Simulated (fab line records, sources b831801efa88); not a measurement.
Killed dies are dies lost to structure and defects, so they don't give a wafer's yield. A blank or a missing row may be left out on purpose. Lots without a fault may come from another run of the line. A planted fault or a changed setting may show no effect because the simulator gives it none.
fab line records | flow sfq_line
record lots=14 wafers=42 last_day=90
route steps=325 shown R5@213
lots that met no fault: from a run of the same line without faults
start_h: hours from the record's first day to the start of the lot's first wafer shown | wait_h: hours since the lot's step before | " the same as in the row above | L1.1+2: a row that stands for several wafers | - no value, or no start given | * or withheld: withheld | < > ~ a bound
route shown NAME@n: a module of which the file shows steps, and the number in the route of the first | usual: mean/standard deviation of fault-free wafers | same: alike in all rows | chamber/n: place in a boat | sites: the reading at each site | _std_site: their standard deviation | _edge_site: outer sites' mean less inner sites' | radius_mm: how far each site lies from the wafer's centre | mask NAME#n: copy n | behind: the tool/chamber that last shaped the wafer | hold: why the lot was held/for how many hours/how that ended | device: the transistor (n, p or np) that didn't switch | end of line: the same wafers' tests at the end of the route | a step without rows: its recipe alone | killed: dies lost to structure and defects at the first sort, not the wafer's yield | map: a wafer's dies, x killed, . not, _ none there
set.NAME: the setting as run; set.NAME@STEP: as run at that earlier step | model.NAME: the simulator's own value behind a step, which no gauge read
steps of the route over a sample of lots; a table a step, a row a wafer
services: from which hour (start_h, from the record's first day; less than 0 if before it) a tool's chamber was out of use, for how many hours, and why
## steps
# step SFQ_TRILAYER_R5_DEP_SPUTTER_133
# recipe material=MoNx base_pressure_pa=1.33e-06 target_thk_nm=40 power_w=1000 time_s=66.7 chamber_pressure_pa=0.4
# usual base_pressure_pa=1.33e-06/8.9e-08 cathode_dc_power_W=999.98/0.17 throttle_valve_pct=30.1/1.1
# columns lot.wafer tool chamber start_h wait_h base_pressure_pa cathode_dc_power_W throttle_valve_pct
L212.2 pvd_sputter-05 - 1301.11 0.0 1.4e-06 1000.1 30.3
L212.3 " - " " 1.35e-06 1000.0 29.8
L212.4 " - " " 1.42e-06 1000.1 30.1
L213.3 pvd_sputter-03 - 1344.94 0.0 1.49e-06 1000.1 28.8
L213.4 " - " " 1.54e-06 1000.0 28.7
L213.6 " - " " 1.29e-06 1000.0 31.2
L214.1 pvd_sputter-03 - 1347.33 0.0 1.39e-06 1000.2 29.6
L214.2 " - " " 1.33e-06 1000.3 31.2
L214.3 " - " " 1.34e-06 1000.0 28.7
L216.2 pvd_sputter-04 - 1350.93 0.0 1.25e-06 1000.1 31.4
L216.4 " - " " 1.49e-06 999.88 30.7
L216.6 " - " " 1.43e-06 1000.0 28.0
L218.1 pvd_sputter-03 - 1361.85 0.0 1.25e-06 1000.1 29.0
L218.5 " - " " 1.33e-06 1000.0 31.1
L218.6 " - " " 1.35e-06 999.91 28.7
L219.1 pvd_sputter-05 - 1364.85 0.0 1.41e-06 999.76 30.1
L219.4 " - " " 1.37e-06 1000.0 31.3
L219.5 " - " " 1.34e-06 999.64 29.8
L222.1 pvd_sputter-03 - 1375.55 0.0 1.35e-06 999.91 28.8
L222.4 " - " " 1.34e-06 1000.0 29.4
L222.5 " - " " 1.34e-06 1000.1 29.6
L223.3 pvd_sputter-04 - 1376.85 0.0 1.27e-06 999.98 31.5
L223.5 " - " " 1.39e-06 999.74 31.2
L223.6 " - " " 1.43e-06 1000.0 31.0
L226.2 pvd_sputter-05 - 1390.07 0.0 1.33e-06 1000.0 29.9
L226.5 " - " " 1.4e-06 999.84 30.0
L226.6 " - " " 1.25e-06 999.93 30.2
L227.1 pvd_sputter-04 - 1395.63 0.0 1.09e-06 999.99 30.8
L227.4 " - " " 1.38e-06 1000.3 28.1
L227.5 " - " " 1.32e-06 1000.1 31.0
L230.1 pvd_sputter-04 - 1416.95 0.0 1.34e-06 999.94 31.4
L230.4 " - " " 1.3e-06 999.95 28.3
L230.6 " - " " 1.3e-06 1000.1 31.0
L231.1 pvd_sputter-03 - 1423.58 0.0 1.27e-06 999.86 31.0
L231.4 " - " " 1.54e-06 999.95 28.8
L231.5 " - " " 1.32e-06 1000.4 28.6
L232.1 pvd_sputter-05 - 1426.58 0.0 1.33e-06 999.65 30.0
L232.4 " - " " 1.31e-06 1000.2 29.7
L232.6 " - " " 1.3e-06 1000.1 30.5
L234.2 pvd_sputter-05 - 1437.51 0.0 1.19e-06 999.89 29.9
L234.4 " - " " 1.28e-06 999.92 30.6
L234.5 " - " " 1.3e-06 1000.0 30.4
# step SFQ_R5_RS_MEAS_933
# recipe thk_meas_gauge=four-point-probe reads=Ti_of_TRILAYER_R5_DEP_SPUTTER_134+MoNx_of_TRILAYER_R5_DEP_SPUTTER_133+Ti_of_TRILAYER_R5_DEP_SPUTTER_132
# usual R5_MONX_RS=7.01/0.067
# columns lot.wafer tool chamber start_h wait_h R5_MONX_RS[ohm/sq]
L212.2 film_metro-03 - 1301.20 0.0 7.00
L212.3 " - " " 6.97
L212.4 " - " " 6.98
L213.3 film_metro-02 - 1345.06 0.0 7.05
L213.4 " - " " 6.98
L213.6 " - " " 6.89
L214.1 film_metro-02 - 1347.40 0.0 6.91
L214.2 " - " " 6.84
L214.3 " - " " 6.98
L216.2 film_metro-03 - 1351.02 0.0 7.03
L216.4 " - " " 7.07
L216.6 " - " " 7.02
L218.1 film_metro-02 - 1361.93 0.0 7.05
L218.5 " - " " 6.93
L218.6 " - " " 7.03
L219.1 film_metro-02 - 1364.93 0.0 6.99
L219.4 " - " " 7.00
L219.5 " - " " 6.97
L222.1 film_metro-04 - 1375.62 0.0 7.06
L222.4 " - " " 7.01
L222.5 " - " " 7.01
L223.3 film_metro-04 - 1376.97 0.0 7.11
L223.5 " - " " 7.10
L223.6 " - " " 7.13
L226.2 film_metro-02 - 1390.16 0.0 6.87
L226.5 " - " " 6.91
L226.6 " - " " 6.99
L227.1 film_metro-02 - 1395.71 0.0 7.07
L227.4 " - " " 4.47
L227.5 " - " " 7.00
L230.1 film_metro-02 - 1417.02 0.0 7.10
L230.4 " - " " 4.44
L230.6 " - " " 7.01
L231.1 film_metro-03 - 1423.66 0.0 7.02
L231.4 " - " " 7.11
L231.5 " - " " 7.10
L232.1 film_metro-03 - 1426.66 0.0 6.98
L232.4 " - " " 6.95
L232.6 " - " " 7.07
L234.2 film_metro-03 - 1437.61 0.0 7.07
L234.4 " - " " 7.04
L234.5 " - " " 7.15
# step SFQ_R5_THK_MEAS_934
# recipe thk_meas_gauge=xrf reads=MoNx_of_TRILAYER_R5_DEP_SPUTTER_133
# usual R5_MONX_THK=40.4/0.39
# columns lot.wafer tool chamber start_h wait_h R5_MONX_THK[nm]
L212.2 film_metro-03 - 1301.31 0.1 40.2
L212.3 " - " " 40.4
L212.4 " - " " 40.3
L213.3 film_metro-02 - 1345.16 0.1 40.3
L213.4 " - " " 40.4
L213.6 " - " " 41.2
L214.1 film_metro-02 - 1347.52 0.1 41.1
L214.2 " - " " 41.6
L214.3 " - " " 40.7
L216.2 film_metro-03 - 1351.13 0.1 40.5
L216.4 " - " " 40.2
L216.6 " - " " 40.2
L218.1 film_metro-02 - 1362.05 0.1 40.3
L218.5 " - " " 41.0
L218.6 " - " " 40.4
L219.1 film_metro-02 - 1365.05 0.1 40.7
L219.4 " - " " 40.6
L219.5 " - " " 40.7
L222.1 film_metro-04 - 1375.74 0.1 40.1
L222.4 " - " " 40.3
L222.5 " - " " 40.2
L223.3 film_metro-04 - 1377.07 0.1 39.9
L223.5 " - " " 39.7
L223.6 " - " " 39.7
L226.2 film_metro-02 - 1390.27 0.1 41.1
L226.5 " - " " 41.0
L226.6 " - " " 40.7
L227.1 film_metro-02 - 1395.83 0.1 40.4
L227.4 " - " " 64.9
L227.5 " - " " 40.7
L230.1 film_metro-02 - 1417.14 0.1 40.1
L230.4 " - " " 65.5
L230.6 " - " " 40.7
L231.1 film_metro-03 - 1423.78 0.1 40.5
L231.4 " - " " 39.7
L231.5 " - " " 39.7
L232.1 film_metro-03 - 1426.78 0.1 40.5
L232.4 " - " " 40.4
L232.6 " - " " 40.1
L234.2 film_metro-03 - 1437.72 0.1 40.2
L234.4 " - " " 40.2
L234.5 " - " " 39.8
## services
# columns tool chamber start_h hours kind
pvd_sputter-03 - 1284.03 39.2 repair
pvd_sputter-04 - 1361.43 6.2 repair
## key
first_sign step=SFQ_R5_RS_MEAS_933 reading=R5_MONX_RS direction=down sigmas=38 usual=7.01 struck=4.45
effect step=SFQ_R5_THK_MEAS_934 reading=R5_MONX_THK direction=up sigmas=64 usual=40.4 struck=65.2
met_at SFQ_TRILAYER_R5_DEP_SPUTTER_133
struck_lots L227,L230
struck_wafers L227.4,L230.4
onset_between 1376.85 1395.63
fault kind=process_parameter_drift tool=pvd_sputter-04 chamber=- onset_h=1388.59 steps=SFQ_TRILAYER_R5_DEP_SPUTTER_133 channel=target_thk_nm offset=24.292 shape=step end_h=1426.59 scope=struck_wafers_only acts_in=these_recipes_only stated=40
